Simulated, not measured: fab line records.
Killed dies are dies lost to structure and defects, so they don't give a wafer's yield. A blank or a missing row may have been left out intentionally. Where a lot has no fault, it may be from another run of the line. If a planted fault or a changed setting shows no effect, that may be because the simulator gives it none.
fab line records | flow sky130
record lots=4 | wafers=12 | lastDay=50
route steps=708 shown METAL2@497 VIA2@507 PAD_OPEN@708
lots with no fault: from the same line, run without faults
startH: start of the lot's first displayed wafer, in hours after the record's first day | waitH: hours from the lot's prior step to this one | " unchanged from the row above | L1.1+2: several wafers, shown together as one row | - no value, or no start given | * or withheld: withheld | < > ~ a bound
route shown NAME@n: names a module that has steps shown in the file, with the first one's number in the route | usual: mean/standard deviation of fault-free wafers | same: alike in all rows | chamber/n: place in a boat | sites: each site's reading | _std_site: standard deviation of those values | _edge_site: the outer-site mean with the inner-site mean subtracted | radiusMm: how far each site lies from the wafer's centre | mask NAME#n: copy n | behind: the most recent tool/chamber to have shaped the wafer | hold: the reason the lot was held/the length of the hold in hours/how it ended | device: whichever transistor did not switch (one of n, p or np) | end of line: the tests these same wafers got at the end of their route | for a step that has no rows: nothing shown but its recipe | killed: dies lost to structure and defects at the first sort, not the wafer's yield | map: the dies of a wafer, with x for killed, . for not killed, _ for no die there
set.NAME: the setting that was run; set.NAME@STEP: the one run at that earlier step | model.NAME: the simulator's own value behind a step, which no gauge read
a table for each step, a row for each wafer; lots at some steps of the route
services: a tool's chamber out of use, with start hour (startH, from the record's first day; less than 0 if before it), hours out, and reason
## steps
# step SKY_METAL2_DEVELOP_14
# recipe developTimeS=60 | resist=KrF-thick | devTempC=21
# step SKY_METAL2_DESCUM_17
# recipe chemistry=O2 | sourcePowerW=150 | biasPowerW=0 | pressureMtorr=10 | tempC=40 | timeS=8
# step SKY_METAL2_ETCH_18
# recipe chemistry=N2/H2 | target=BARC | ionEnergyEv=200 | biasW=100 | pressureMtorr=30 | n2FlowSccm=100 | h2FlowSccm=200 | icpW=500 | stopOn=SiO2 | timeS=45.9 | targetDepthA=600
# step SKY_METAL2_METAL_ETCH_19
# recipe targetDepthA=3600 | stopOn=SiO2 | overEtchFrac=0.3 | timeS=78 | chemistry=Cl2/BCl3 | resistSidewallDeg=88 | pressureMtorr=10 | icpW=900 | biasW=48.5 | Cl2_flow_sccm=60 | bcl3FlowSccm=30
# step SKY_METAL2_STRIP_20
# recipe chemistry=O2/N2 | powerW=1400 | pressureMtorr=1500 | platenTempC=withheld | o2FlowSccm=3000 | n2FlowSccm=300 | overashFraction=0.4868
# step SKY_METAL2_STRIP_21
# recipe chemistry=postEtchResidueRemover | timeS=1200 | tempC=72.5
# step SKY_METAL2_CLEAN_22
# recipe chemistry=IPA | timeS=180 | tempC=25
# step SKY_METAL2_CLEAN_23
# recipe chemistry=O3/DIW | dry=n2Spin
# step SKY_VIA2_HDPCVD_00
# recipe material=SiO2 | targetThkNm=1180 | sigmaOpenFrac=0.3 | timeS=196.7 | tempC=400 | sih4FlowSccm=60 | pressureMtorr=6
# step SKY_VIA2_CMP_02
# recipe material=SiO2 | downForcePsi=4 | platenRpm=60 | padVelocityMS=0.94248
# usual edgeZonePressureFrac=1.001/0.0048 | headPressurePsi=4.001/0.0091 | motorCurrentA=11.9/0.82 | platenRpm=60.00/0.041
lot.wafer | tool   | chamber | startH | waitH | edgeZonePressureFrac | headPressurePsi | motorCurrentA | platenRpm | model.SiO2_of_VIA2_HDPCVD_00.thkNm
L599.4    | cmp-01 | 2       | 846.80 | 0.0   | 1.002                | 3.994           | 10.8          | 60.00     | 494
L599.2    | "      | 1       | "      | "     | 0.996                | 4.006           | 12.0          | 59.97     | 493.1
L599.5    | "      | 3       | "      | "     | 1.000                | 4.011           | 11.6          | 60.05     | 493.6
L603.2    | cmp-01 | 3       | 885.28 | 0.1   | -                    | -               | -             | -         | 1190
L603.1    | "      | 0       | "      | "     | -                    | -               | -             | -         | 1190
L603.3    | "      | 1       | "      | "     | -                    | -               | -             | -         | 1195
L605.1    | cmp-02 | 0       | 890.17 | 0.1   | -                    | -               | -             | -         | 1185
L605.4    | "      | 1       | "      | "     | -                    | -               | -             | -         | 1184
L605.3    | "      | 2       | "      | "     | -                    | -               | -             | -         | 1224
L618.3    | cmp-02 | 1       | 978.88 | 0.0   | 1.000                | 3.995           | 12.7          | 59.97     | 496.2
L618.1    | "      | 2       | "      | "     | 1.005                | 3.991           | 11.9          | 60.01     | 495
L618.5    | "      | 1       | "      | "     | 0.999                | 4.003           | 12.8          | 60.04     | 496
# step SKY_VIA2_BOW_MEAS_03
# recipe mode=bow
# usual VIA2_BOW=85/7.2
lot.wafer | tool         | chamber | startH | waitH | VIA2_BOW[um]
L599.2    | filmMetro-04 | -       | 847.12 | 0.1   | 86
L599.4    | "            | -       | "      | "     | 87
L599.5    | "            | -       | "      | "     | 89
L603.1    | filmMetro-04 | -       | 885.53 | 0.1   | 112
L603.2    | "            | -       | "      | "     | 117
L603.3    | "            | -       | "      | "     | 111
L605.1    | filmMetro-01 | -       | 890.42 | 0.2   | 119
L605.3    | "            | -       | "      | "     | 104
L605.4    | "            | -       | "      | "     | 110
L618.1    | filmMetro-01 | -       | 979.18 | 0.2   | 77
L618.3    | "            | -       | "      | "     | 76
L618.5    | "            | -       | "      | "     | 84
# step SKY_VIA2_DEHYDRATE_04
# recipe tempC=200 | timeS=60
# step SKY_VIA2_HMDS_05
# recipe primeTimeS=60 | primeTempC=120
# step SKY_VIA2_COAT_06
# recipe resist=BARC | tempC=withheld | timeS=withheld | spinRpm=3000 | resistThkNm=60
# step SKY_VIA2_COAT_07
# recipe resist=KrF-thick | spinRpm=3000 | resistThkNm=450
# step SKY_VIA2_SOFTBAKE_08
# recipe tempC=100 | timeS=90 | resist=KrF-thick
# step SKY_VIA2_EXPOSE_09
# recipe maskId=VIM2 | na=0.8 | sourceShape=annular | sigmaInner=0.55 | sigmaOuter=0.85 | targetCdNm=200 | doseMj=38
# step SKY_VIA2_PEB_10
# recipe pebTempC=withheld | pebTimeS=withheld | resist=KrF-thick
# step SKY_VIA2_DEVELOP_11
# recipe developTimeS=60 | resist=KrF-thick | devTempC=21
# step SKY_VIA2_ETCH_14
# recipe chemistry=N2/H2 | target=BARC | ionEnergyEv=200 | sourceW=500 | biasW=100 | pressureMtorr=30 | n2FlowSccm=100 | h2FlowSccm=200 | stopOn=SiO2 | timeS=45.9 | targetDepthA=600
# step SKY_VIA2_ETCH_15
# recipe target=SiO2 | chemistry=C4F8/O2/Ar | targetDepthNm=546 | stopOn=TiN | maskMaterial=KrF-thick | sourceW=1500 | biasW=1200 | pressureMtorr=40 | c4f8FlowSccm=withheld | O2_flow_sccm=6 | Ar_flow_sccm=300 | timeS=84
# usual oesProductAu=0.939/0.0047
# same timeS=84
lot.wafer | tool       | chamber | startH  | waitH | oesProductAu | rfHoursCounterH | model.VIA2.featureDepthNm | model.etch.depthNm
L599.2    | rieDiel-04 | 3       | 873.38  | 0.0   | 0.935        | 8               | 493.1                     | 493.1
L599.4    | "          | 0       | "       | "     | 0.935        | 6               | 494                       | 494
L599.5    | "          | 3       | "       | "     | 0.935        | -               | 493.6                     | 493.6
L603.1    | rieDiel-04 | 2       | 910.95  | 0.0   | 1.608        | 14              | 540                       | 540
L603.2    | "          | 1       | "       | "     | 1.601        | 9               | 533.5                     | 533.5
L603.3    | "          | 3       | "       | "     | 1.610        | 9               | 540.1                     | 540.1
L605.1    | rieDiel-02 | 1       | 915.84  | 0.0   | 1.588        | 27              | 530                       | 530
L605.3    | "          | 2       | "       | "     | 1.652        | 20              | 558                       | 558
L605.4    | "          | 0       | "       | "     | 1.615        | 19              | 538.7                     | 538.7
L618.1    | rieDiel-02 | 3       | 1002.82 | 0.0   | 0.939        | 16              | 495                       | 495
L618.3    | "          | 0       | "       | "     | 0.944        | 21              | 496.2                     | 496.2
L618.5    | "          | 2       | "       | "     | 0.945        | -               | 496                       | 496
# step SKY_VIA2_STRIP_16
# recipe chemistry=O2/N2 | powerW=1400 | pressureMtorr=1500 | platenTempC=withheld | o2FlowSccm=3000 | n2FlowSccm=300 | overashFraction=0.5
# step SKY_VIA2_STRIP_17
# recipe chemistry=postEtchResidueRemover | timeS=1200 | tempC=72.5
# step SKY_VIA2_CLEAN_18
# recipe chemistry=IPA | timeS=180 | tempC=25
# step SKY_VIA2_CLEAN_19
# recipe chemistry=O3/DIW | dry=n2Spin
# step SKY_VIA2_SPUTTER_20
# recipe material=TiN | targetThkNm=20 | chamberPressurePa=5 | powerW=4000 | timeS=80
# step SKY_VIA2_CVD_21
# recipe material=W | targetThkNm=420 | timeS=126.4 | tempC=400 | pressureTorr=40
# step SKY_VIA2_CMP_24
# recipe stopOn=SiO2 | tOverpolishS=20 | downForcePsi=3.5 | platenRpm=60 | targetThkNm=0 | padVelocityMS=0.94248
# usual edgeZonePressureFrac=1.000/0.0052 | headPressurePsi=3.500/0.0072 | motorCurrentA=11.1/0.7 | platenRpm=60.00/0.036
lot.wafer | tool   | chamber | startH  | waitH | edgeZonePressureFrac | headPressurePsi | motorCurrentA | platenRpm | model.SiO2_of_VIA2_HDPCVD_00.thkNm
L599.4    | cmp-02 | 1       | 874.46  | 0.0   | 0.993                | 3.506           | 12.5          | 59.99     | 489.7
L599.2    | "      | 0       | "       | "     | 1.007                | 3.500           | 12.1          | 59.92     | 488.7
L599.5    | "      | 2       | "       | "     | 1.002                | 3.488           | 10.4          | 60.01     | 489.2
L603.3    | cmp-02 | 2       | 911.98  | 0.0   | 0.998                | 3.498           | 10.6          | 60.00     | 1190
L603.1    | "      | 0       | "       | "     | 1.006                | 3.488           | 12.9          | 59.94     | 1185
L603.2    | "      | 1       | "       | "     | 0.999                | 3.497           | 12.4          | 59.98     | 1186
L605.3    | cmp-02 | 2       | 916.86  | 0.0   | 1.004                | 3.502           | 10.4          | 59.97     | 1220
L605.4    | "      | 0       | "       | "     | 1.000                | 3.497           | 12.0          | 60.04     | 1180
L605.1    | "      | 1       | "       | "     | 1.005                | 3.495           | 11.4          | 60.03     | 1180
L618.1    | cmp-01 | 0       | 1003.94 | 0.1   | 1.005                | 3.490           | 10.6          | 59.99     | 490.6
L618.3    | "      | 2       | "       | "     | 0.998                | 3.496           | 9.5           | 59.96     | 491.8
L618.5    | "      | 0       | "       | "     | 1.006                | 3.489           | 10.8          | 60.01     | 491.6
# step SKY_PAD_OPEN_PROBE_99
# usual defectLimitedYield=82.2/2.2 | killed_at_M0_to_M3=45/7.1 | killed_at_M4_up=3.0/1.8 | killedAtContacts=24/5.4 | killedAtFrontEnd=16/4.9 | killedAtOther=0.3/0.63 | killedDies=88/11 | killedOnRim=17/3.4 | killedOpen=47/7.4 | killedShort=40/7 | sort_bin_3_pad_short=1.0/0.43 | sort_bin_5_function=10.6/1.7 | sort_bin_6_memory=6.3/1.1 | sortNPass=404/11 | sortYieldPct=82.2/2.2
# same grossDies=492 | killedAtBackSide=0 | sort_bin_4_leakage[%]=0 | sort_bin_8_speed[%]=0
lot.wafer | tool      | chamber | startH  | waitH | defectLimitedYield[%] | killed_at_M0_to_M3 | killed_at_M4_up | killedAtContacts | killedAtFrontEnd | killedAtOther | killedDies | killedOnRim | killedOpen | killedShort | sort_bin_3_pad_short[%] | sort_bin_5_function[%] | sort_bin_6_memory[%] | sortNPass | sortYieldPct[%]
L603.1    | prober-01 | -       | 1126.62 | 0.1   | 0                     | 445                | 1               | 30               | 16               | 0             | 492        | 96          | 49         | 43          | 2.2                     | 91.1                   | 6.7                  | 0         | 0
L603.2    | prober-01 | -       | 1126.67 | 0.1   | 0                     | 455                | 5               | 15               | 17               | 0             | 492        | 96          | 42         | 43          | 1.8                     | 92.7                   | 5.5                  | 0         | 0
L603.3    | prober-01 | -       | 1126.72 | 0.2   | 0                     | 449                | 3               | 19               | 21               | 0             | 492        | 96          | 47         | 38          | 0.6                     | 92.5                   | 6.9                  | 0         | 0
L605.1    | prober-02 | -       | 1129.08 | 0.1   | 0                     | 450                | 6               | 25               | 11               | 0             | 492        | 96          | 41         | 31          | 0.4                     | 94.1                   | 5.5                  | 0         | 0
L605.3    | prober-02 | -       | 1129.18 | 0.2   | 0                     | 457                | 2               | 22               | 11               | 0             | 492        | 96          | 41         | 35          | 1.6                     | 94.1                   | 4.3                  | 0         | 0
L605.4    | prober-02 | -       | 1129.23 | 0.2   | 0                     | 448                | 6               | 27               | 11               | 0             | 492        | 96          | 45         | 43          | 1.2                     | 92.3                   | 6.5                  | 0         | 0
# killed by level:class
L603.1 VIA2:areaCmp=400 CONTACT:geometricParticle:open=10 VIA1:geometricParticle:open=10 LI_CONTACT:geometricParticle:open=8 VIA3:geometricParticle:short=8 CONTACT:geometricParticle:short=7 FIELD_ISO:geometricParticle:open=6 METAL1:geometricParticle:short=5
L603.2 VIA2:areaCmp=407 VIA1:geometricParticle:open=10 VIA3:geometricParticle:open=7 FIELD_ISO:geometricParticle:short=6 LI_CONTACT:geometricParticle:open=6 VIA1:geometricParticle:short=6 FIELD_ISO:geometricParticle:open=5 METAL3:geometricParticle:short=5
L603.3 VIA2:areaCmp=407 VIA1:geometricParticle:open=10 CONTACT:geometricParticle:open=9 METAL1:geometricParticle:short=5 METAL2:geometricParticle:short=5 METAL3:geometricParticle:short=5 VIA3:geometricParticle:open=5 FIELD_ISO:geometricParticle:short=4
L605.1 VIA2:areaCmp=420 CONTACT:geometricParticle:open=11 VIA1:geometricParticle:open=9 LI_CONTACT:geometricParticle:open=5 CONTACT:geometricParticle:short=5 POLY_GATE:geometricParticle:short=4 FIELD_ISO:geometricParticle:open=3 VIA1:geometricParticle:short=3
L605.3 VIA2:areaCmp=416 VIA1:geometricParticle:open=9 CONTACT:geometricParticle:open=8 VIA3:geometricParticle:open=8 CONTACT:geometricParticle:short=6 METAL1:geometricParticle:short=5 LI_CONTACT:geometricParticle:open=4 METAL2:geometricParticle:short=4
L605.4 VIA2:areaCmp=404 VIA1:geometricParticle:open=10 LOCAL_INTERCONNECT:geometricParticle:short=8 METAL1:geometricParticle:short=7 VIA3:geometricParticle:open=7 CONTACT:geometricParticle:short=6 CONTACT:geometricParticle:open=6 POLY_GATE:geometricParticle:short=5
# map L603.1 (x killed, . not)
__________xxxxxxxxxx_________
________xxxxxxxxxxxxxx_______
______xxxxxxxxxxxxxxxxxx_____
_____xxxxxxxxxxxxxxxxxxxx____
____xxxxxxxxxxxxxxxxxxxxxx___
___xxxxxxxxxxxxxxxxxxxxxxxx__
__xxxxxxxxxxxxxxxxxxxxxxxxxx_
_xxxxxxxxxxxxxxxxxxxxxxxxxxxx
_xxxxxxxxxxxxxxxxxxxxxxxxxxxx
_xxxxxxxxxxxxxxxxxxxxxxxxxxxx
_xxxxxxxxxxxxxxxxxxxxxxxxxxxx
_xxxxxxxxxxxxxxxxxxxxxxxxxxxx
_xxxxxxxxxxxxxxxxxxxxxxxxxxxx
_xxxxxxxxxxxxxxxxxxxxxxxxxxxx
_xxxxxxxxxxxxxxxxxxxxxxxxxxxx
__xxxxxxxxxxxxxxxxxxxxxxxxxx_
___xxxxxxxxxxxxxxxxxxxxxxxx__
____xxxxxxxxxxxxxxxxxxxxxx___
_____xxxxxxxxxxxxxxxxxxxx____
______xxxxxxxxxxxxxxxxxx_____
________xxxxxxxxxxxxxx_______
__________xxxxxxxxxx_________
# map L605.1 (x killed, . not)
__________xxxxxxxxxx_________
________xxxxxxxxxxxxxx_______
______xxxxxxxxxxxxxxxxxx_____
_____xxxxxxxxxxxxxxxxxxxx____
____xxxxxxxxxxxxxxxxxxxxxx___
___xxxxxxxxxxxxxxxxxxxxxxxx__
__xxxxxxxxxxxxxxxxxxxxxxxxxx_
_xxxxxxxxxxxxxxxxxxxxxxxxxxxx
_xxxxxxxxxxxxxxxxxxxxxxxxxxxx
_xxxxxxxxxxxxxxxxxxxxxxxxxxxx
_xxxxxxxxxxxxxxxxxxxxxxxxxxxx
_xxxxxxxxxxxxxxxxxxxxxxxxxxxx
_xxxxxxxxxxxxxxxxxxxxxxxxxxxx
_xxxxxxxxxxxxxxxxxxxxxxxxxxxx
_xxxxxxxxxxxxxxxxxxxxxxxxxxxx
__xxxxxxxxxxxxxxxxxxxxxxxxxx_
___xxxxxxxxxxxxxxxxxxxxxxxx__
____xxxxxxxxxxxxxxxxxxxxxx___
_____xxxxxxxxxxxxxxxxxxxx____
______xxxxxxxxxxxxxxxxxx_____
________xxxxxxxxxxxxxx_______
__________xxxxxxxxxx_________
## services
tool       | chamber | startH  | hours | kind
rieDiel-02 | 3       | 824.26  | 2.4   | repair
cmp-02     | -       | 824.78  | 1.7   | repair
cmp-02     | -       | 845.78  | 6.2   | repair
rieDiel-04 | -       | 857.99  | 0.3   | repair
cmp-02     | -       | 861.20  | 2.7   | pm
rieDiel-04 | 0       | 863.07  | 6.9   | repair
rieDiel-04 | 3       | 889.10  | 18.6  | repair
rieDiel-02 | 2       | 891.72  | 3.7   | repair
cmp-02     | -       | 912.28  | 4.0   | pm
cmp-02     | -       | 916.28  | -     | consumableReplace:conditioner
cmp-02     | -       | 916.28  | -     | consumableReplace:pad
cmp-01     | -       | 945.18  | 1.9   | repair
rieDiel-04 | -       | 947.63  | 0.3   | repair
rieDiel-02 | 1       | 995.42  | -     | clean
rieDiel-02 | 1       | 995.42  | -     | consumableReplace:showerhead
rieDiel-02 | 1       | 995.42  | 21.4  | scheduledDown
rieDiel-02 | 1       | 995.42  | 21.4  | ventCycle
cmp-01     | -       | 1002.77 | 0.5   | repair
## key
firstSign step=SKY_VIA2_CMP_02 | reading=toolRecord | direction=missing
effect step=SKY_VIA2_BOW_MEAS_03 | reading=VIA2_BOW | direction=up | sigmas=3.8 | usual=85 | struck=112
effect step=SKY_VIA2_ETCH_15 | reading=oesProductAu | direction=up | sigmas=99+ | usual=0.939 | struck=1.612
effect step=SKY_PAD_OPEN_PROBE_99 | reading=killed_at_M0_to_M3 | direction=up | sigmas=57 | usual=45 | struck=451
modelEffect step=SKY_VIA2_CMP_02 | value=SiO2_of_VIA2_HDPCVD_00.thkNm | without=494.1 | struck=1195
modelEffect step=SKY_VIA2_ETCH_15 | value=VIA2.featureDepthNm | without=494.1 | struck=540.1
modelEffect step=SKY_VIA2_CMP_24 | value=SiO2_of_VIA2_HDPCVD_00.thkNm | without=489.7 | struck=1190
moreKillsBornAt SKY_VIA2_CMP_02@cmp-02=1236 | SKY_VIA2_CMP_02@cmp-01=1209
metAt SKY_VIA2_CMP_02
struckWafers L603.1,L603.2,L603.3,L605.1,L605.3,L605.4
laterRowsLeftOut L603.1,L603.2,L603.3,L605.1,L605.3,L605.4
onsetBetween 846.80 885.28
fault kind=skippedStepWhole | tool=cmp-01,cmp-02 | chamber=- | onsetH=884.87 | steps=SKY_VIA2_CMP_02 | scope=struckLotsOnly
# laterRowsLeftOut: the simulator's readings of these wafers behind a module that went badly wrong aren't trusted and aren't shown, but for the sort
